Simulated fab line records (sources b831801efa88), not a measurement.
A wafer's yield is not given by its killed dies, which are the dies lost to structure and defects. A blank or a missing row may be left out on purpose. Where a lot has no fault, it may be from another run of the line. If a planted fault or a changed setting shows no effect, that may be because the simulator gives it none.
The tool behind it: which one? -- flow gf180mcu -- 24 lots with 72 wafers sampled at 5 steps, on a route of 602 steps

== WHAT EACH GAUGE READ, for each wafer ==
GF_V3_THK_MEAS_25: measures by xrf.
lot,measured,on,V3_W_THK (nm)
L074,day 22 12:44,film-metro-04,336 338 335
L075,day 22 20:16,film-metro-01,339 333 336
L076,day 23 03:41,film-metro-01,334 336 335
L078,day 24 01:15,film-metro-03,338 337 340
L077,day 24 02:04,film-metro-04,327 325 337
L079,day 24 13:29,film-metro-01,340 337 342
L080,day 24 22:22,film-metro-01,324 333 330
L081,day 25 05:20,film-metro-04,331 332 326
L082,day 25 08:49,film-metro-04,329 336 331
L083,day 25 19:55,film-metro-04,331 332 332
L084,day 26 06:01,film-metro-04,328 322 325
L085,day 26 13:48,film-metro-03,335 337 333
L086,day 26 19:11,film-metro-04,329 326 331
L087,day 26 23:39,film-metro-01,339 343 340
L088,day 27 08:33,film-metro-01,339 333 333
L089,day 27 17:53,film-metro-04,335 334 341
L090,day 27 21:46,film-metro-03,332 336 339
L091,day 28 02:38,film-metro-04,332 334 334
L092,day 28 09:39,film-metro-03,335 336 339
L093,day 28 20:20,film-metro-01,328 330 328
L094,day 29 01:27,film-metro-04,338 340 333
L095,day 29 07:13,film-metro-01,335 336 334
L096,day 29 12:25,film-metro-04,333 335 326
L097,day 29 18:49,film-metro-04,338 336 332

GF_V4_OVL_MEAS_15.
lot,measured,on,V4_OVL (nm)
L074,day 24 11:31,overlay-02,-4 -7 -8
L075,day 24 18:34,overlay-01,-7 -11 -4
L076,day 25 02:08,overlay-02,-6 -14 -3
L078,day 25 22:19,overlay-02,3 3 -3
L077,day 25 23:53,overlay-02,1 -1 -3
L079,day 26 09:56,overlay-01,8 3 -3
L080,day 26 18:04,overlay-01,-4 -7 -3
L081,day 27 01:33,overlay-01,4 -5 -2
L082,day 27 04:22,overlay-01,-6 -7 -5
L083,day 27 15:37,overlay-02,5 6 -1
L084,day 28 00:12,overlay-01,6 -2 -5
L085,day 28 07:07,overlay-02,0 -3 1
L086,day 28 12:40,overlay-02,-3 -8 -8
L087,day 28 17:28,overlay-02,-1 2 3
L088,day 29 02:24,overlay-01,-11 -3 -3
L089,day 29 10:22,overlay-01,-4 1 -4
L090,day 29 15:37,overlay-02,-6 -5 -12
L091,day 29 19:26,overlay-01,0 1 2
L092,day 30 02:02,overlay-01,3 3 -3
L093,day 30 11:32,overlay-02,-1 -4 -2
L094,day 30 17:00,overlay-01,0 2 -2
L095,day 30 22:16,overlay-02,-8 -6 -14
L096,day 31 03:13,overlay-01,-1 -5 -4
L097,day 31 09:00,overlay-02,6 5 -2

== WHAT TOOL EACH LOT RAN ON (gives the tool, then ch and the chambers of the sampled wafers, and finally the start) ==
lot,GF_V3_ETCH_16,GF_M4_SPUTTER_01,GF_M4_SPUTTER_04
L074,"rie-diel-03 ch 0,2,3, day 22 11:37","pvd-sputter-04, day 22 13:12","pvd-sputter-04, day 22 13:17"
L075,"rie-diel-03 ch 0,3, day 22 19:09","pvd-sputter-01, day 22 20:44","pvd-sputter-01, day 22 20:49"
L076,"rie-diel-03 ch 0,3, day 23 02:37","pvd-sputter-01, day 23 04:09","pvd-sputter-01, day 23 04:14"
L078,"rie-diel-04 ch 2,3, day 24 00:15","pvd-sputter-01, day 24 01:43","pvd-sputter-01, day 24 01:47"
L077,"rie-diel-01 ch 0,2,3, day 24 01:04","pvd-sputter-03, day 24 02:32","pvd-sputter-03, day 24 02:37"
L079,"rie-diel-04 ch 0,1,3, day 24 12:30","pvd-sputter-04, day 24 13:57","pvd-sputter-04, day 24 14:02"
L080,"rie-diel-03 ch 0,1,3, day 24 21:21","pvd-sputter-04, day 24 22:48","pvd-sputter-04, day 24 22:53"
L081,"rie-diel-01 ch 0,2,3, day 25 04:19","pvd-sputter-03, day 25 05:47","pvd-sputter-03, day 25 05:53"
L082,"rie-diel-01 ch 1,2, day 25 07:48","pvd-sputter-04, day 25 09:15","pvd-sputter-04, day 25 09:20"
L083,"rie-diel-01 ch 2,3, day 25 18:54","pvd-sputter-04, day 25 20:22","pvd-sputter-04, day 25 20:26"
L084,"rie-diel-03 ch 0,1,2, day 26 04:58","pvd-sputter-03, day 26 06:28","pvd-sputter-03, day 26 06:32"
L085,"rie-diel-03 ch 0,1,3, day 26 12:48","pvd-sputter-03, day 26 14:16","pvd-sputter-03, day 26 14:20"
L086,"rie-diel-04 ch 0,2,3, day 26 18:09","pvd-sputter-04, day 26 19:38","pvd-sputter-04, day 26 19:43"
L087,"rie-diel-04 ch 0,1,2, day 26 22:39","pvd-sputter-03, day 27 00:07","pvd-sputter-03, day 27 00:11"
L088,"rie-diel-03 ch 1,2,3, day 27 07:33","pvd-sputter-03, day 27 09:01","pvd-sputter-03, day 27 09:05"
L089,"rie-diel-04 ch 0,1,2, day 27 16:52","pvd-sputter-04, day 27 18:20","pvd-sputter-04, day 27 18:25"
L090,"rie-diel-03 ch 2,3, day 27 20:46","pvd-sputter-04, day 27 22:13","pvd-sputter-04, day 27 22:17"
L091,"rie-diel-01 ch 0,1,2, day 28 01:34","pvd-sputter-03, day 28 03:05","pvd-sputter-03, day 28 03:10"
L092,"rie-diel-01 ch 0,1,3, day 28 08:39","pvd-sputter-04, day 28 10:07","pvd-sputter-04, day 28 10:11"
L093,"rie-diel-03 ch 1,2,3, day 28 19:21","pvd-sputter-01, day 28 20:48","pvd-sputter-01, day 28 20:53"
L094,"rie-diel-03 ch 0,2, day 29 00:27","pvd-sputter-01, day 29 01:55","pvd-sputter-01, day 29 01:59"
L095,"rie-diel-04 ch 0,1,2, day 29 06:12","pvd-sputter-04, day 29 07:40","pvd-sputter-04, day 29 07:44"
L096,"rie-diel-04 ch 0,2,3, day 29 11:24","pvd-sputter-03, day 29 12:53","pvd-sputter-03, day 29 12:58"
L097,"rie-diel-04 ch 0,2,3, day 29 17:42","pvd-sputter-04, day 29 19:17","pvd-sputter-04, day 29 19:22"
- GF_V3_ETCH_16: etches BARC in N2/H2.
- GF_M4_SPUTTER_01: material TiN, target thk 30 nm, time 25 s.
- GF_M4_SPUTTER_04: material TiN, target thk 50 nm, time 40.29 s.

== WHAT THE TOOLS THEMSELVES READ (means of the sampled wafers that have a number; where no wafer has one, the mark that the record gives instead) ==
GF_V3_ETCH_16.
lot,tool,chamber-pressure-mTorr (mTorr),drypump-motor-current-A (A),h2-flow-sccm (sccm),oes-product-au (a.u.),throttle-valve-pct (%)
L074,rie-diel-03,29.990,6.0,199.9,0.853,13.222
L075,rie-diel-03,30.010,5.8,200.7,0.859,13.236
L076,rie-diel-03,30.025,5.9,200.9,0.855,13.231
L078,rie-diel-04,30.035,5.8,200.6,0.852,13.224
L077,rie-diel-01,30.005,5.8,200.0,0.856,13.226
L079,rie-diel-04,30.012,5.5,200.1,0.851,13.228
L080,rie-diel-03,29.998,5.8,199.7,0.860,13.227
L081,rie-diel-01,29.989,5.8,199.9,0.853,13.227
L082,rie-diel-01,29.979,5.7,200.2,0.856,13.225
L083,rie-diel-01,30.020,5.8,199.7,0.848,13.230
L084,rie-diel-03,30.002,6.1,200.3,0.860,13.222
L085,rie-diel-03,30.008,5.8,199.8,0.854,13.221
L086,rie-diel-04,30.038,5.6,200.1,0.853,13.224
L087,rie-diel-04,30.040,5.6,200.6,0.855,13.224
L088,rie-diel-03,30.013,5.9,199.8,0.860,13.222
L089,rie-diel-04,29.999,5.6,199.5,0.861,13.230
L090,rie-diel-03,29.985,6.1,200.0,0.857,13.222
L091,rie-diel-01,30.027,5.7,199.9,0.856,13.231
L092,rie-diel-01,29.995,5.6,199.6,0.853,13.226
L093,rie-diel-03,30.002,5.9,200.2,0.850,13.228
L094,rie-diel-03,29.992,6.3,200.0,0.856,13.213
L095,rie-diel-04,30.006,5.6,200.1,0.854,13.223
L096,rie-diel-04,30.015,5.6,200.4,0.860,13.236
L097,rie-diel-04,29.998,5.6,200.6,0.855,13.223

GF_M4_SPUTTER_01.
lot,tool,cathode-dc-power-W (W),throttle-valve-pct (%)
L074,pvd-sputter-04,6500.2,29.2
L075,pvd-sputter-01,6500.4,29.4
L076,pvd-sputter-01,6500.1,29.3
L078,pvd-sputter-01,6499.8,29.5
L077,pvd-sputter-03,6500.5,30.1
L079,pvd-sputter-04,6500.2,30.4
L080,pvd-sputter-04,6500.5,30.8
L081,pvd-sputter-03,6499.7,29.9
L082,pvd-sputter-04,6499.3,30.2
L083,pvd-sputter-04,6501.3,30.2
L084,pvd-sputter-03,6501.7,29.3
L085,pvd-sputter-03,6499.2,30.0
L086,pvd-sputter-04,6500.1,30.2
L087,pvd-sputter-03,6501.1,30.6
L088,pvd-sputter-03,6499.2,30.1
L089,pvd-sputter-04,6500.4,29.2
L090,pvd-sputter-04,6499.4,29.0
L091,pvd-sputter-03,6500.2,29.9
L092,pvd-sputter-04,6500.0,28.3
L093,pvd-sputter-01,6499.6,29.4
L094,pvd-sputter-01,6500.4,29.2
L095,pvd-sputter-04,6499.9,30.3
L096,pvd-sputter-03,6499.2,29.9
L097,pvd-sputter-04,6499.9,30.2

GF_M4_SPUTTER_04.
lot,tool,cathode-dc-power-W (W),throttle-valve-pct (%)
L074,pvd-sputter-04,6500.2,29.2
L075,pvd-sputter-01,6499.5,29.5
L076,pvd-sputter-01,6500.4,29.1
L078,pvd-sputter-01,6499.2,29.4
L077,pvd-sputter-03,6499.9,30.1
L079,pvd-sputter-04,6500.1,30.3
L080,pvd-sputter-04,6499.2,30.7
L081,pvd-sputter-03,6499.6,29.8
L082,pvd-sputter-04,6500.5,30.2
L083,pvd-sputter-04,6499.5,30.2
L084,pvd-sputter-03,6500.8,29.4
L085,pvd-sputter-03,6499.7,29.8
L086,pvd-sputter-04,6501.0,30.3
L087,pvd-sputter-03,6500.1,30.5
L088,pvd-sputter-03,6500.3,29.9
L089,pvd-sputter-04,6500.1,29.1
L090,pvd-sputter-04,6499.4,29.2
L091,pvd-sputter-03,6499.8,29.9
L092,pvd-sputter-04,6500.6,28.3
L093,pvd-sputter-01,6500.2,29.4
L094,pvd-sputter-01,6500.6,29.1
L095,pvd-sputter-04,6499.9,30.3
L096,pvd-sputter-03,6500.3,29.9
L097,pvd-sputter-04,6499.5,30.3

== THE ANSWER, worked out from the rows above alone ==
Rule: the lots themselves supply what counts as usual. The widest of any qualifying gaps counts: lots, ordered by their means at a reading, are off when they make up no more than a third of the lots, leave a main group of 4 or more, and stand apart from it by 3 or more times the standard deviation of that group's means. If all means in a main group match to the digits the tables above print for the reading, that group is not used. A lot without any number at a reading at which 4 lots or more have one is off too. Any other lot the step has rows for is counted as sound. The gauges are gone through in route order, then the tools' own readings, and for those a lot's mean is taken as printed above. The first step at which some lot is off is used, and at that step the reading that is off furthest; a lot without a number counts as furthest.
Across all readings shown, no lot is off: no conclusion can be drawn from this.

== WHAT THE SIMULATOR HAD PUT IN ==
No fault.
